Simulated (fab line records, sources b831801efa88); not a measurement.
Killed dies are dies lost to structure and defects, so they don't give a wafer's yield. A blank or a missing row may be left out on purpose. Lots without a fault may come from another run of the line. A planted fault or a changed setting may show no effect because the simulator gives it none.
A struck lot beside a sound one | flow sky130 | 17 steps out of a route of 708
Sound: wafers L299.1, L299.2, L299.5. Struck: wafer L308.3. (L308.1, L308.6 of the same lot were not struck and are left out.) The cause comes at the end.
At each step with rows: each side's tool, then ch and its chambers, then its first start. Under that, the readings that differ: sound wafers | struck wafers | difference of the means | sigmas: that difference in standard deviations of wafers without a fault.
alike: readings whose means differ by less than 2 such deviations, and words and numbers that are the same on both sides. not compared: withheld readings, readings that some wafer has no value for, bounds like >300 that may hide the same value, and numbers for which the record gives no deviation and whose values overlap.
The two part at a step that has a row with sigmas, a row that says differs or no value, or rows on one side only. Numbers that don't overlap but have no deviation are shown without sigmas and don't part them. A reading that every wafer of one side lacks parts them only if that side has two wafers or more.

first, 5 steps without rows for these wafers: SKY_FIELD_ISO_WET_ETCH_28 (etches SiO2 in dHF, target depth 23.7 nm, time 47 s); SKY_FIELD_ISO_WET_ETCH_29 (etches Si3N4 in H3PO4, target depth 160 nm, time 1825 s); SKY_FIELD_ISO_WET_ETCH_30 (etches SiO2 in dHF, target depth 25 nm, time 50 s); SKY_NWELL_CLEAN_00 (cleans in SC1/SC2, time 150 s); SKY_NWELL_OXIDATION_01 (stabilise 600 s, purge 300 s, target thk 10 nm).
SKY_NWELL_THK_MEAS_02:
  sound on film_metro-01, day 3 00:59; struck on film_metro-01, day 4 20:55
  alike: NWELL_OXIDATION_THK
then, 6 steps without rows for these wafers: SKY_DNWELL_DEHYDRATE_00 (time 60 s); SKY_DNWELL_HMDS_01 (prime time 60 s); SKY_DNWELL_COAT_02 (resist thk 3000 nm); SKY_DNWELL_SOFTBAKE_03; SKY_DNWELL_EXPOSE_04 (exposes mask DNM, target cd 3000 nm); SKY_DNWELL_PEB_05.
SKY_DNWELL_DEVELOP_06: develop time 60 s.
  sound on litho_track-02 ch 0, day 3 16:00; struck on litho_track-02 ch 0, day 5 14:00
then, 1 step without rows for these wafers: SKY_DNWELL_IMPLANT_07.
SKY_DNWELL_STRIP_08: strips in O2/N2.
  sound on plasma_asher-03 ch 0,1, day 3 16:50; struck on plasma_asher-02 ch 1, day 5 14:20
  alike: drypump_motor_current_A, o2_flow_sccm, oes_product_au, strip_time_to_endpoint_s
  not compared: rf_hours_counter_h
SKY_DNWELL_TW_MEAS_09:
  sound on film_metro-01, day 3 16:56; struck on film_metro-01, day 5 14:26
  reading   | sound          | struck | difference | sigmas
  DNWELL_TW | 1109 1103 1109 | 526    | -581       | -45
then, 1 step without rows for these wafers: SKY_PWDE_DEHYDRATE_00 (time 60 s).

WHERE THEY PART
Only at SKY_DNWELL_TW_MEAS_09, within this record.

WHY: what the simulator had put in
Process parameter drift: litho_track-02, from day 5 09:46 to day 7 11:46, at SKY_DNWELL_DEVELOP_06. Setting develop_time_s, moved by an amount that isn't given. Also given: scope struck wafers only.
